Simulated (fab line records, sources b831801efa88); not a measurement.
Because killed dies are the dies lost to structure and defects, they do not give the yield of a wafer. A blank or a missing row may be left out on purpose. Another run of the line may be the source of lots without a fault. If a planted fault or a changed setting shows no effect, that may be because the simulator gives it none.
2 desks looking at one fault ; flow gf180mcu ; only its own numbers are on each desk; what lay behind them is given at the end

== TOOL OWNER'S DESK, iline stepper-01 ==
The tool's own readings at GF_PSD_EXPOSE_04 (exposes mask Pplus, target cd 400 nm): means of the sampled wafers that have a number, for each lot that ran on this tool. Any lot whose mean is over 4 standard deviations away from the usual mean is out of limits and marked OUT; that distance is given in the brackets.
Columns: A = exposure dose mJ cm2 at GF_PSD_EXPOSE_04, usual 139.15
lot;first seen here;A
L288;day 14 09:14;139.22
L290;day 14 21:20;139.31
L293;day 16 05:16;139.29
L294;day 16 11:08;139.39
L296;day 17 01:01;146.74 (+45) OUT
L295;day 17 02:05;147.00 (+46) OUT
L297;day 17 09:51;146.77 (+45) OUT
L298;day 17 15:25;143.97 (+28) OUT
This desk's finding: out of limits on L295, L296, L297, L298; first on L296, day 17 01:01 (exposure dose mJ cm2 at GF_PSD_EXPOSE_04). L288, L290, L293, L294 stayed within limits.

== FROM THE METROLOGY DESK ==
Lot by lot, what the gauges showed, no matter which tool ran the lot: averages of those sampled wafers that carry a number. Any lot whose mean is over 4 standard deviations away from the usual mean is out of limits and marked OUT; that distance is given in the brackets.
Columns: A = HV_LDD_4_TW at GF_HV_LDD_TW_MEAS_50, usual 569; B = HV_LDD_CVD_54_THK at GF_HV_LDD_THK_MEAS_55, usual 9.96 nm; C = cd nm at GF_PSD_CD_MEAS_07, usual 399.5 nm; D = CONTACT_BOW at GF_CONTACT_BOW_MEAS_05, usual 65 um
lot;first seen here;A;B;C;D
L288;day 12 22:23;563;9.75;405.1;65
L289;day 13 08:06;566;9.94;399.0;64
L290;day 13 10:05;568;9.69;398.7;64
L291;day 13 18:35;571;9.76;400.3;70
L293;day 14 16:21;566;10.09;399.9;69
L294;day 14 22:38;565;10.08;399.8;68
L296;day 15 11:41;571;9.96;413.7 (+6.2) OUT;68
L295;day 15 12:58;570;10.02;411.5 (+5.2) OUT;68
L297;day 15 19:55;571;10.05;413.1 (+5.9) OUT;54
L298;day 16 01:32;562;9.74;410.4 (+4.7) OUT;63
L299;day 16 08:07;568;9.74;398.5;71
L306;day 18 21:20;569;10.05;396.7;66
L308;day 19 13:37;563;10.05;396.8;67
L310;day 20 08:32;566;10.00;401.4;65
This desk's finding: out of limits on L295, L296, L297, L298; first on L296, day 17 12:27 (cd nm at GF_PSD_CD_MEAS_07). L288, L289, L290, L291, L293, L294, L299, L306, L308, L310 stayed within limits.

== PUT TOGETHER ==
The tool owner's desk could have raised an alarm at day 17 01:01, on L295, L296, L297, L298.
L295, L296, L297, L298 would have let the metrology desk raise an alarm at day 17 12:27.
GF_PSD_EXPOSE_04 was run on iline stepper-01 by each of the lots named.

== WHAT WAS PUT IN BY THE SIMULATOR ==
Drift in process parameters on iline stepper-01 at GF_PSD_EXPOSE_04, starting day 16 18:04. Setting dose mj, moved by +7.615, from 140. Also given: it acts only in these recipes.
Lots struck among those shown: L295, L296, L297, L298.
Delay (hours) between the fault's onset and each desk's first out-of-limits reading: 7 at the tool owner's desk, 18 at the metrology desk.
